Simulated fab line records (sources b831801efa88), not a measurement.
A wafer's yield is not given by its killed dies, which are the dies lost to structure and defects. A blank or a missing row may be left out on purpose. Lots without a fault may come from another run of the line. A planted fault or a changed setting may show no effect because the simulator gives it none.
Which tool is to blame? :: flow sfq line :: 14 lots (42 wafers sampled), 1 step of a 325-step route

== WHAT THE GAUGES READ, wafer by wafer ==
SFQ_M6_RS_MEAS_938: the measuring method here is four-point-probe. Usual: for M6_NB_RS the level is 0.888 ohm/sq and the standard deviation is 0.01.
lot: L713
measured: day 62 12:59
on: film metro-02
M6_NB_RS (ohm/sq): 0.878 0.878 0.865
flag: 

lot: L714
measured: day 62 16:38
on: film metro-03
M6_NB_RS (ohm/sq): 0.891 0.884 0.894
flag: 

lot: L716
measured: day 63 07:08
on: film metro-02
M6_NB_RS (ohm/sq): 0.870 0.877 0.893
flag: 

lot: L717
measured: day 65 04:45
on: film metro-03
M6_NB_RS (ohm/sq): 0.891 0.887 0.891
flag: 

lot: L718
measured: day 65 11:55
on: film metro-02
M6_NB_RS (ohm/sq): 0.879 0.869 0.869
flag: 

lot: L719
measured: day 65 13:14
on: film metro-01
M6_NB_RS (ohm/sq): 0.889 0.891 0.882
flag: 

lot: L720
measured: day 65 14:32
on: film metro-03
M6_NB_RS (ohm/sq): 0.886 0.877 0.882
flag: 

lot: L721
measured: day 71 13:10
on: film metro-03
M6_NB_RS (ohm/sq): 0.902 0.889 0.900
flag: 

lot: L722
measured: day 72 01:26
on: film metro-02
M6_NB_RS (ohm/sq): 0.885 0.881 0.891
flag: 

lot: L728
measured: day 79 00:22
on: film metro-02
M6_NB_RS (ohm/sq): 0.888 0.881 0.881
flag: 

lot: L729
measured: day 79 02:34
on: film metro-01
M6_NB_RS (ohm/sq): 0.885 0.890 0.891
flag: 

lot: L730
measured: day 79 23:56
on: film metro-01
M6_NB_RS (ohm/sq): 0.894 0.900 0.909
flag: 

lot: L731
measured: day 80 02:20
on: film metro-01
M6_NB_RS (ohm/sq): 0.902 0.896 0.894
flag: 

lot: L732
measured: day 80 12:32
on: film metro-03
M6_NB_RS (ohm/sq): 0.908 0.897 0.901
flag: 

== WHAT TOOL EACH LOT RAN ON (gives the tool, then ch and the chambers of the sampled wafers, and finally the start) ==
There is no process step in the record ahead of these readings.

== WHAT THE TOOLS THEMSELVES READ (means of the sampled wafers that have a number; where no wafer has one, the mark that the record gives instead) ==
The record holds no such reading with a usual standard deviation.

== THE ANSWER, worked out from the rows above alone ==
Rule: a lot counts as off when the mean over its wafers that have a number is more than 3 standard deviations away from the usual mean. Also off: a lot with no number at a reading for which 4 or more lots have one. The other lots that the step has rows for count as sound. First the gauges in route order, then the tools' own readings, where a lot's mean is used as printed above. The first step at which some lot is off is used, and at that step the reading that is off furthest; a lot without a number counts as furthest.
No lot is off at any reading shown: from this, nothing can be told.

== WHAT HAD BEEN PUT IN BY THE SIMULATOR ==
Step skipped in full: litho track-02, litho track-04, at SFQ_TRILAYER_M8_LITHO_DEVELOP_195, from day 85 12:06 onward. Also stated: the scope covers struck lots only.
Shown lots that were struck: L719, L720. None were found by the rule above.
